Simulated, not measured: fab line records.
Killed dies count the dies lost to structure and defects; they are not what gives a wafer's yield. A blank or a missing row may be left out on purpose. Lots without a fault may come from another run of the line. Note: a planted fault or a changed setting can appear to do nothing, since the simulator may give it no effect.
Matching of chambers + flow gf180mcu + GF_HV_LDD_ETCHBACK_58 on rie_diel-03 has 4 sister chambers
The step etches Si3N4 in CH3F/O2, stops on SiO2, time 100 s, target depth 90 nm. 4 wafers are shown with their chamber, then 7 later ones without.

## WAFERS WITH THEIR CHAMBER
| wafer  | chamber | drypump_motor_current_A (A) |
|--------|---------|-----------------------------|
| L133.2 | 1       | 5.58                        |
| L136.3 | 0       | 5.53                        |
| L136.6 | 2       | 5.60                        |
| L140.2 | 3       | 5.44                        |

## WAFERS WITH NO CHAMBER GIVEN
| wafer  | drypump_motor_current_A (A) |
|--------|-----------------------------|
| L140.6 | 5.44                        |
| L146.1 | 5.57                        |
| L146.4 | 5.58                        |
| L146.5 | 5.58                        |
| L145.2 | 5.60                        |
| L145.3 | 5.43                        |
| L145.6 | 5.65                        |

## WHICH CHAMBER EACH WENT THROUGH
| wafer  | from the rows above          | in truth |
|--------|------------------------------|----------|
| L140.6 | 3                            | 3        |
| L146.1 | can't be placed: 1 or 2 or 0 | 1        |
| L146.4 | can't be placed: 1 or 2      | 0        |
| L146.5 | can't be placed: 1 or 2      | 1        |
| L145.2 | can't be placed: 2 or 1      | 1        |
| L145.3 | 3                            | 3        |
| L145.6 | can't be placed: 2 or 1      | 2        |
Correct placement for 2 of the 7. From these rows, 5 cannot be placed; in 4 the true chamber is one of the candidates. Wrongly placed: 0.
How it was worked out, from the rows above alone: a wafer's distance from a chamber is the root of the sum, over the readings, of the square of ((its reading less the chamber's mean) divided by the reading's scatter). If the next closest chamber is less than 2 further off than the closest, the wafer can't be placed; otherwise it belongs to the closest. For every chamber, the mean is computed from those of its wafers that are shown. The scatter: with one shown wafer a chamber, the root of the mean of the squares of how far each hidden wafer lies from its nearest shown one.
